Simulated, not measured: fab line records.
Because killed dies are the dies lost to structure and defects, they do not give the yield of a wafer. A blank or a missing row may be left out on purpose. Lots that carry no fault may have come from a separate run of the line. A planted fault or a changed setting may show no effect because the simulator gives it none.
Code-filled problem report in 8D (eight disciplines) form | flow sfq line | the parts of the form that need people (team, actions taken, sign-off) are left out

1. WHAT IS WRONG
A mean of 2059.0 W is read at SFQ_TRILAYER_JJ_TRILAYER_DEP_SPUTTER_109 for cathode dc power W, taken on 1 wafer of 1 lot, against 2000.0 W (standard deviation 0.37) on wafers free of any fault. That is +99 or more standard deviations from the usual mean.
The step: material Nb, target thk 150 nm, time 100 s.
The first sign was on wafer L740.1 at day 63 10:39, on pvd sputter-04. Wafers with a number at this step in the record: 39, from 13 lots. Rule for "out" (also "out of limits"): further than 4 standard deviations from the usual mean. The rest of the wafers with a number are treated as sound.

2. WHAT IT IS, AND WHAT IT ISN'T
question                    | is                 | is not
which readings at this step | cathode dc power W | throttle valve pct
which lots                  | L740               | L729, L731, L732, L733, L737, L743, L745, L747, L749, L750, L751, L752
which wafers of those lots  | L740.1             | L740.4, L740.6
read on which tools         | pvd sputter-04     | pvd sputter-03, pvd sputter-06
when                        | from day 63 10:39  | up to then (17 sound wafers); but 21 sound wafers of L743, L745, L747, L749, L750, L751, L752 came after

3. THE SUSPECTS, EACH WITH WHAT RULES IT OUT
Counting: a tool at a process step up to the reading stays a suspect if it ran every lot that is out. Sound lots after the first of them don't rule it out here, since some wafers of a struck lot are sound.
- pvd sputter-04 at SFQ_TRILAYER_JJ_TRILAYER_DEP_SPUTTER_109 (material Nb, target thk 150 nm, time 100 s): kept. It processed L740, the lot that is out, at day 63 10:39, and its most recent sound lot before then was L733 at day 61 09:27. Its own cathode dc power W readings are out on those wafers.
After counting, what remains is pvd sputter-04 at SFQ_TRILAYER_JJ_TRILAYER_DEP_SPUTTER_109.

4. THE CAUSE (what the simulator had put in)
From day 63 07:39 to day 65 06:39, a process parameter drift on pvd sputter-04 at SFQ_TRILAYER_JJ_TRILAYER_DEP_SPUTTER_109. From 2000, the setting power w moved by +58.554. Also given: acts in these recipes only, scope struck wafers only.
This tool alone remained once counting was done.

5. SEQUENCE OF EFFECTS, ordered by route
Rows list readings where the struck wafers' mean (over those with a number) sits beyond 3 standard deviations from the usual. Only readings for which the record gives a usual standard deviation are gone through. hours: the time from each lot's start at the first step in this table that gives one to its start at this step, as a median over the lots. sigmas: the change in usual standard deviations.
hours | step                                     | reading            | usual    | on struck wafers | change | sigmas
0     | SFQ_TRILAYER_JJ_TRILAYER_DEP_SPUTTER_109 | cathode dc power W | 2000.0 W | 2059.0           | +59.0  | +99 or more
The process steps in it:
- SFQ_TRILAYER_JJ_TRILAYER_DEP_SPUTTER_109: material Nb, target thk 150 nm, time 100 s.

6. WHAT WOULD HAVE CAUGHT IT SOONER
The fault began at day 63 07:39; the first out-of-limits reading in this record came at day 63 10:39, 3 hours later.
